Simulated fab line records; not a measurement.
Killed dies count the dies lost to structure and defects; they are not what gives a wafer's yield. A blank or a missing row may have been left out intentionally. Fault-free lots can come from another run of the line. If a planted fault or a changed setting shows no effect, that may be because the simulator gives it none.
Which tool did it? || flow gf180mcu || 14 lots, 42 wafers sampled, at 4 steps of a route of 602

WHAT THE GAUGES SHOWED, per wafer
GF_STI_THK_MEAS_04. Usual: STI_CVD_03_THK gives 206.5 nm (standard deviation 2.2).
{"lot": "L947", "measured": "day 1 18:35", "on": "film metro-04", "STI_CVD_03_THK (nm)": "203.0 202.6 202.9", "flag": ""}
{"lot": "L948", "measured": "day 2 00:19", "on": "film metro-01", "STI_CVD_03_THK (nm)": "206.7 205.3 207.3", "flag": ""}
{"lot": "L949", "measured": "day 2 05:12", "on": "film metro-04", "STI_CVD_03_THK (nm)": "205.3 206.2 205.5", "flag": ""}
{"lot": "L951", "measured": "day 2 14:34", "on": "film metro-01", "STI_CVD_03_THK (nm)": "207.4 207.7 206.6", "flag": ""}
{"lot": "L953", "measured": "day 3 02:10", "on": "film metro-03", "STI_CVD_03_THK (nm)": "208.5 209.5 207.2", "flag": ""}
{"lot": "L956", "measured": "day 3 15:53", "on": "film metro-01", "STI_CVD_03_THK (nm)": "207.5 206.7 208.2", "flag": ""}
{"lot": "L957", "measured": "day 3 23:05", "on": "film metro-04", "STI_CVD_03_THK (nm)": "210.6 208.4 210.6", "flag": ""}
{"lot": "L958", "measured": "day 4 01:55", "on": "film metro-01", "STI_CVD_03_THK (nm)": "203.2 205.0 205.2", "flag": ""}
{"lot": "L960", "measured": "day 4 12:31", "on": "film metro-03", "STI_CVD_03_THK (nm)": "210.2 209.6 209.5", "flag": ""}
{"lot": "L962", "measured": "day 4 21:45", "on": "film metro-04", "STI_CVD_03_THK (nm)": "207.1 206.0 204.5", "flag": ""}
{"lot": "L964", "measured": "day 5 07:35", "on": "film metro-01", "STI_CVD_03_THK (nm)": "207.7 206.4 205.0", "flag": ""}
{"lot": "L965", "measured": "day 5 12:34", "on": "film metro-03", "STI_CVD_03_THK (nm)": "207.9 206.1 206.5", "flag": ""}
{"lot": "L966", "measured": "day 5 18:26", "on": "film metro-04", "STI_CVD_03_THK (nm)": "208.5 209.7 209.3", "flag": ""}
{"lot": "L968", "measured": "day 6 04:14", "on": "film metro-03", "STI_CVD_03_THK (nm)": "207.0 204.5 206.1", "flag": ""}

GF_VT_IMPLANT_TW_MEAS_21. Usual: VT_IMPLANT_2_TW gives 1207 (standard deviation 7.8).
{"lot": "L947", "measured": "day 6 11:52", "on": "film metro-01", "VT_IMPLANT_2_TW": "1218 1212 1212", "flag": ""}
{"lot": "L948", "measured": "day 6 17:16", "on": "film metro-01", "VT_IMPLANT_2_TW": "1211 1214 1205", "flag": ""}
{"lot": "L949", "measured": "day 7 01:25", "on": "film metro-02", "VT_IMPLANT_2_TW": "1192 1193 1192", "flag": ""}
{"lot": "L951", "measured": "day 8 02:11", "on": "film metro-03", "VT_IMPLANT_2_TW": "1212 1207 1212", "flag": ""}
{"lot": "L953", "measured": "day 8 05:39", "on": "film metro-03", "VT_IMPLANT_2_TW": "1215 1205 1210", "flag": ""}
{"lot": "L956", "measured": "day 8 21:52", "on": "film metro-03", "VT_IMPLANT_2_TW": "1210 1211 1215", "flag": ""}
{"lot": "L957", "measured": "day 9 04:23", "on": "film metro-01", "VT_IMPLANT_2_TW": "1213 1217 1208", "flag": ""}
{"lot": "L958", "measured": "day 9 05:29", "on": "film metro-01", "VT_IMPLANT_2_TW": "1209 1213 1213", "flag": ""}
{"lot": "L960", "measured": "day 9 21:49", "on": "film metro-01", "VT_IMPLANT_2_TW": "1211 1208 1209", "flag": ""}
{"lot": "L962", "measured": "day 10 09:26", "on": "film metro-02", "VT_IMPLANT_2_TW": "1193 1197 1198", "flag": ""}
{"lot": "L964", "measured": "day 10 21:40", "on": "film metro-01", "VT_IMPLANT_2_TW": "1211 1211 1209", "flag": ""}
{"lot": "L965", "measured": "day 11 05:17", "on": "film metro-02", "VT_IMPLANT_2_TW": "1196 1193 1193", "flag": ""}
{"lot": "L966", "measured": "day 11 11:41", "on": "film metro-03", "VT_IMPLANT_2_TW": "1208 1206 1205", "flag": ""}
{"lot": "L968", "measured": "day 11 23:47", "on": "film metro-03", "VT_IMPLANT_2_TW": "1207 1213 1209", "flag": ""}

TOOL THAT RAN EACH LOT (tool first, then ch and the chambers of the sampled wafers, then the start)
{"lot": "L947", "GF_MVSD_EXPOSE_04": "iline stepper-02 ch 0, day 4 07:35", "GF_MVPSD_STRIP_10": "plasma asher-01 ch 0,1, day 5 05:09"}
{"lot": "L948", "GF_MVSD_EXPOSE_04": "iline stepper-01 ch 0, day 4 12:48", "GF_MVPSD_STRIP_10": "plasma asher-04 ch 0, day 5 10:43"}
{"lot": "L949", "GF_MVSD_EXPOSE_04": "iline stepper-01 ch 0, day 4 20:55", "GF_MVPSD_STRIP_10": "plasma asher-01 ch 0,1, day 5 18:39"}
{"lot": "L951", "GF_MVSD_EXPOSE_04": "iline stepper-02 ch 0, day 5 19:24", "GF_MVPSD_STRIP_10": "plasma asher-01 ch 0,1, day 6 19:06"}
{"lot": "L953", "GF_MVSD_EXPOSE_04": "iline stepper-02 ch 0, day 5 22:57", "GF_MVPSD_STRIP_10": "plasma asher-04 ch 0,1, day 6 22:13"}
{"lot": "L956", "GF_MVSD_EXPOSE_04": "iline stepper-02 ch 0, day 6 14:48", "GF_MVPSD_STRIP_10": "plasma asher-03 ch 0,1, day 7 14:34"}
{"lot": "L957", "GF_MVSD_EXPOSE_04": "iline stepper-01 ch 0, day 6 21:05", "GF_MVPSD_STRIP_10": "plasma asher-04 ch 0,1, day 7 21:08"}
{"lot": "L958", "GF_MVSD_EXPOSE_04": "iline stepper-02 ch 0, day 6 23:01", "GF_MVPSD_STRIP_10": "plasma asher-03 ch 1, day 7 22:32"}
{"lot": "L960", "GF_MVSD_EXPOSE_04": "iline stepper-02 ch 0, day 7 12:38", "GF_MVPSD_STRIP_10": "plasma asher-04 ch 0,1, day 8 11:35"}
{"lot": "L962", "GF_MVSD_EXPOSE_04": "iline stepper-02 ch 0, day 7 22:30", "GF_MVPSD_STRIP_10": "plasma asher-01 ch 0,1, day 8 22:56"}
{"lot": "L964", "GF_MVSD_EXPOSE_04": "iline stepper-01 ch 0, day 8 09:38", "GF_MVPSD_STRIP_10": "plasma asher-01 ch 0,1, day 9 09:31"}
{"lot": "L965", "GF_MVSD_EXPOSE_04": "iline stepper-01 ch 0, day 8 14:55", "GF_MVPSD_STRIP_10": "plasma asher-03 ch 0,1, day 9 16:56"}
{"lot": "L966", "GF_MVSD_EXPOSE_04": "iline stepper-01 ch 0, day 8 21:04", "GF_MVPSD_STRIP_10": "plasma asher-03 ch 0,1, day 9 22:10"}
{"lot": "L968", "GF_MVSD_EXPOSE_04": "iline stepper-01 ch 0, day 9 06:40", "GF_MVPSD_STRIP_10": "plasma asher-04 ch 0,1, day 10 09:40"}
- GF_MVSD_EXPOSE_04: exposes mask MVSD, target cd 1000 nm.
- GF_MVPSD_STRIP_10: strips in O2/N2.

WHAT THE TOOLS THEMSELVES READ (means of the sampled wafers that have a number; where no wafer has one, the mark that the record gives instead)
GF_MVSD_EXPOSE_04. Usual: exposure dose mJ cm2 reads 260.05 (standard deviation 0.29).
{"lot": "L947", "tool": "iline stepper-02", "exposure dose mJ cm2": 260.27, "flag": ""}
{"lot": "L948", "tool": "iline stepper-01", "exposure dose mJ cm2": 260.28, "flag": ""}
{"lot": "L949", "tool": "iline stepper-01", "exposure dose mJ cm2": 260.18, "flag": ""}
{"lot": "L951", "tool": "iline stepper-02", "exposure dose mJ cm2": 259.94, "flag": ""}
{"lot": "L953", "tool": "iline stepper-02", "exposure dose mJ cm2": 260.43, "flag": ""}
{"lot": "L956", "tool": "iline stepper-02", "exposure dose mJ cm2": 245.60, "flag": "OFF"}
{"lot": "L957", "tool": "iline stepper-01", "exposure dose mJ cm2": 259.97, "flag": ""}
{"lot": "L958", "tool": "iline stepper-02", "exposure dose mJ cm2": 245.77, "flag": "OFF"}
{"lot": "L960", "tool": "iline stepper-02", "exposure dose mJ cm2": 245.80, "flag": "OFF"}
{"lot": "L962", "tool": "iline stepper-02", "exposure dose mJ cm2": 245.21, "flag": "OFF"}
{"lot": "L964", "tool": "iline stepper-01", "exposure dose mJ cm2": 260.22, "flag": ""}
{"lot": "L965", "tool": "iline stepper-01", "exposure dose mJ cm2": 260.24, "flag": ""}
{"lot": "L966", "tool": "iline stepper-01", "exposure dose mJ cm2": 260.25, "flag": ""}
{"lot": "L968", "tool": "iline stepper-01", "exposure dose mJ cm2": 259.85, "flag": ""}

GF_MVPSD_STRIP_10. Usual: chamber pressure mTorr 1500.1 mTorr, standard deviation 1.3; drypump motor current A 5.7 A, standard deviation 0.38; heater power w 330 W, standard deviation 41; oes product au 0.722 a.u., standard deviation 0.0046; strip time to endpoint s 36.91 s, standard deviation 0.13.
{"lot": "L947", "tool": "plasma asher-01", "chamber pressure mTorr (mTorr)": 1501.4, "drypump motor current A (A)": 5.3, "heater power w (W)": 371, "oes product au (a.u.)": 0.723, "strip time to endpoint s (s)": 36.88, "flag": ""}
{"lot": "L948", "tool": "plasma asher-04", "chamber pressure mTorr (mTorr)": 1499.4, "drypump motor current A (A)": 6.0, "heater power w (W)": 370, "oes product au (a.u.)": 0.721, "strip time to endpoint s (s)": 37.07, "flag": ""}
{"lot": "L949", "tool": "plasma asher-01", "chamber pressure mTorr (mTorr)": 1499.9, "drypump motor current A (A)": 5.3, "heater power w (W)": 375, "oes product au (a.u.)": 0.719, "strip time to endpoint s (s)": 36.88, "flag": ""}
{"lot": "L951", "tool": "plasma asher-01", "chamber pressure mTorr (mTorr)": 1500.5, "drypump motor current A (A)": 5.3, "heater power w (W)": 368, "oes product au (a.u.)": 0.720, "strip time to endpoint s (s)": 36.91, "flag": ""}
{"lot": "L953", "tool": "plasma asher-04", "chamber pressure mTorr (mTorr)": 1501.4, "drypump motor current A (A)": 5.9, "heater power w (W)": 344, "oes product au (a.u.)": 0.721, "strip time to endpoint s (s)": 36.97, "flag": ""}
{"lot": "L956", "tool": "plasma asher-03", "chamber pressure mTorr (mTorr)": 1501.8, "drypump motor current A (A)": 5.6, "heater power w (W)": 282, "oes product au (a.u.)": 0.722, "strip time to endpoint s (s)": 36.84, "flag": ""}
{"lot": "L957", "tool": "plasma asher-04", "chamber pressure mTorr (mTorr)": 1498.5, "drypump motor current A (A)": 5.9, "heater power w (W)": 340, "oes product au (a.u.)": 0.719, "strip time to endpoint s (s)": 36.98, "flag": ""}
{"lot": "L958", "tool": "plasma asher-03", "chamber pressure mTorr (mTorr)": 1500.5, "drypump motor current A (A)": 5.3, "heater power w (W)": 282, "oes product au (a.u.)": 0.717, "strip time to endpoint s (s)": 36.80, "flag": ""}
{"lot": "L960", "tool": "plasma asher-04", "chamber pressure mTorr (mTorr)": 1500.8, "drypump motor current A (A)": 6.0, "heater power w (W)": 340, "oes product au (a.u.)": 0.721, "strip time to endpoint s (s)": 36.96, "flag": ""}
{"lot": "L962", "tool": "plasma asher-01", "chamber pressure mTorr (mTorr)": 1500.6, "drypump motor current A (A)": 5.3, "heater power w (W)": 370, "oes product au (a.u.)": 0.720, "strip time to endpoint s (s)": 37.09, "flag": ""}
{"lot": "L964", "tool": "plasma asher-01", "chamber pressure mTorr (mTorr)": 1498.9, "drypump motor current A (A)": 5.3, "heater power w (W)": 368, "oes product au (a.u.)": 0.721, "strip time to endpoint s (s)": 37.04, "flag": ""}
{"lot": "L965", "tool": "plasma asher-03", "chamber pressure mTorr (mTorr)": 1500.2, "drypump motor current A (A)": 5.9, "heater power w (W)": 277, "oes product au (a.u.)": 0.722, "strip time to endpoint s (s)": 36.82, "flag": ""}
{"lot": "L966", "tool": "plasma asher-03", "chamber pressure mTorr (mTorr)": 1500.4, "drypump motor current A (A)": 5.9, "heater power w (W)": 273, "oes product au (a.u.)": 0.721, "strip time to endpoint s (s)": 37.12, "flag": ""}
{"lot": "L968", "tool": "plasma asher-04", "chamber pressure mTorr (mTorr)": 1500.0, "drypump motor current A (A)": 5.9, "heater power w (W)": 346, "oes product au (a.u.)": 0.723, "strip time to endpoint s (s)": 36.86, "flag": ""}

THE ANSWER, worked out from the rows above alone
Rule: a lot is off if the mean of its wafers that have a number lies more than 3 standard deviations from the usual mean. Also off: a lot with no number at a reading for which 4 or more lots have one. Where the step has rows for the other lots, those lots are counted as sound. Order of review: gauges by route order, followed by the tools' own readings, for which a lot's mean as printed above is used. The first step at which some lot is off is used, and at that step the reading that is off furthest; a lot without a number counts as furthest.
Off at GF_MVSD_EXPOSE_04 (exposure dose mJ cm2): L956, L958, L960, L962.
A tool fits if, at that step or a process step before it, it ran every lot that is off, and no sound lot after the first of them. One candidate fits, namely iline stepper-02 at GF_MVSD_EXPOSE_04. A fault onset in the window from L953 (day 5 22:57, its last sound lot) to L956 (day 6 14:48, its first lot off) fits.
The tool's own readings at GF_MVSD_EXPOSE_04 bear it out: on the lots that are off they differ by more than 5 times the standard deviation of the sound lots' means. exposure dose mJ cm2 reads 245.59 there against 260.16 on the sound lots.

WHAT WAS PUT IN BY THE SIMULATOR
Process parameter drift: iline stepper-02, from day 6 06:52 on, at GF_MVSD_EXPOSE_04. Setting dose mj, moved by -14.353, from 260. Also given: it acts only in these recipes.
Lots struck among those shown: L956, L958, L960, L962. The rule given above showed the same thing.
